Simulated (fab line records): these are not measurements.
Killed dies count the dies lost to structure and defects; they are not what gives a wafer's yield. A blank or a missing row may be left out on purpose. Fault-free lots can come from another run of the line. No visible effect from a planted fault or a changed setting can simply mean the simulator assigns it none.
Matching of chambers :: flow gf180mcu :: GF_V5_CVD_00 on hdpcvd-02 has 3 sister chambers
The step deposits SiO2, target thk 300 nm, time 50 s. 5 wafers are shown with their chamber, then 7 later ones without.

WAFERS, EACH WITH ITS CHAMBER
wafer: L585.3
chamber: 0
run-length-s (s): 78.4
pressure-mtorr (mTorr): 5.995

wafer: L596.1
chamber: 2
run-length-s (s): 77.5
pressure-mtorr (mTorr): 5.988

wafer: L596.6
chamber: 1
run-length-s (s): 78.1
pressure-mtorr (mTorr): 5.999

wafer: L597.1
chamber: 2
run-length-s (s): 77.6
pressure-mtorr (mTorr): 6.000

wafer: L597.3
chamber: 1
run-length-s (s): 78.8
pressure-mtorr (mTorr): 5.987

WAFERS WITH NO CHAMBER GIVEN
wafer: L597.5
run-length-s (s): 78.3
pressure-mtorr (mTorr): 5.990

wafer: L598.1
run-length-s (s): 77.9
pressure-mtorr (mTorr): 5.984

wafer: L598.2
run-length-s (s): 77.4
pressure-mtorr (mTorr): 5.993

wafer: L598.6
run-length-s (s): 77.9
pressure-mtorr (mTorr): 5.983

wafer: L599.1
run-length-s (s): 78.8
pressure-mtorr (mTorr): 5.975

wafer: L599.2
run-length-s (s): 77.9
pressure-mtorr (mTorr): 5.994

wafer: L599.3
run-length-s (s): 77.9
pressure-mtorr (mTorr): 5.978

EACH ONE'S CHAMBER
wafer: L597.5
from the rows above: can't be placed: 1 or 0 or 2
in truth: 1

wafer: L598.1
from the rows above: can't be placed: 2 or 1 or 0
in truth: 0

wafer: L598.2
from the rows above: 2
in truth: 2

wafer: L598.6
from the rows above: can't be placed: 2 or 1 or 0
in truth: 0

wafer: L599.1
from the rows above: can't be placed: 1 or 0 or 2
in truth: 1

wafer: L599.2
from the rows above: can't be placed: 2 or 0 or 1
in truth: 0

wafer: L599.3
from the rows above: can't be placed: 2 or 1 or 0
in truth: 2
Placed correctly: 1 of 7. Not placeable from these rows: 6 (in 6, the candidates include the true chamber). Placed wrongly: 0.
How it was worked out, from the rows above alone: a wafer's distance from a chamber is the root of the sum, over the readings, of the square of ((its reading less the chamber's mean) divided by the reading's scatter). The wafer belongs to the nearest chamber; if the next one is less than 2 further off, it can't be placed. For every chamber, the mean is computed from those of its wafers that are shown. How the scatter is found: for the shown wafers, subtract from each reading the mean of its chamber, square and add these, divide the total by (wafers less chambers), then take the root.
